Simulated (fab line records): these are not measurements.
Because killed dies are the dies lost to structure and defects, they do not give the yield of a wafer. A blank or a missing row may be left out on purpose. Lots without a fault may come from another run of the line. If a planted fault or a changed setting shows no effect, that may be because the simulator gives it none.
Chamber matching -- flow sky130 -- SKY_VIA1_ETCH_15 on rieDiel-01: 4 sister chambers
The step etches SiO2 in C4F8/O2/Ar, stops on TiN, target depth 351 nm, time 54 s. 16 wafers are shown with their chamber, then 8 later ones without.

## WAFERS PAIRED WITH THEIR CHAMBERS
wafer,chamber,oesProductAu (a.u.)
L074.2,3,0.975
L074.5,1,0.981
L074.6,2,0.976
L077.2,0,0.981
L077.4,0,0.982
L077.5,2,0.986
L080.1,1,0.980
L080.2,0,0.988
L080.5,2,0.974
L085.4,3,0.986
L085.5,1,0.981
L085.6,0,0.989
L087.1,1,0.982
L087.3,2,0.974
L087.4,3,0.968
L090.2,2,0.984

SIGNATURES (averages over the wafers above)
reading,chamber 0,chamber 1,chamber 2,chamber 3,scatter within a chamber
oesProductAu,0.98500,0.98100,0.97880,0.97633,0.0054
Rule: for a wafer and a chamber, the distance is found by dividing, reading by reading, the gap between the wafer's reading and the chamber's mean by the reading's scatter, squaring, summing and taking the root. The wafer belongs to the nearest chamber; if the next one is less than 2 further off, it can't be placed. The scatter: take each reading less its chamber's mean, square it, sum over the shown wafers, divide by the number of wafers less the number of chambers, and take the root.

## WAFERS MISSING THEIR CHAMBER
wafer,oesProductAu (a.u.)
L090.3,0.974
L090.4,0.988
L092.3,0.983
L092.4,0.987
L092.6,0.980
L093.3,0.988
L093.4,0.983
L093.5,0.983

## WHICH CHAMBER EACH ONE RAN IN
wafer,from the rows above,in truth
L090.3,can't be placed: 3 or 2 or 1 or 0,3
L090.4,can't be placed: 0 or 1 or 2 or 3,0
L092.3,can't be placed: 0 or 1 or 2 or 3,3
L092.4,can't be placed: 0 or 1 or 2 or 3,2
L092.6,can't be placed: 1 or 2 or 3 or 0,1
L093.3,can't be placed: 0 or 1 or 2 or 3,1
L093.4,can't be placed: 0 or 1 or 2 or 3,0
L093.5,can't be placed: 0 or 1 or 2 or 3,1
Correctly placed: 0 of 8. These rows do not allow placing 8 (true chamber among the candidates in 8). Number placed wrongly: 0.
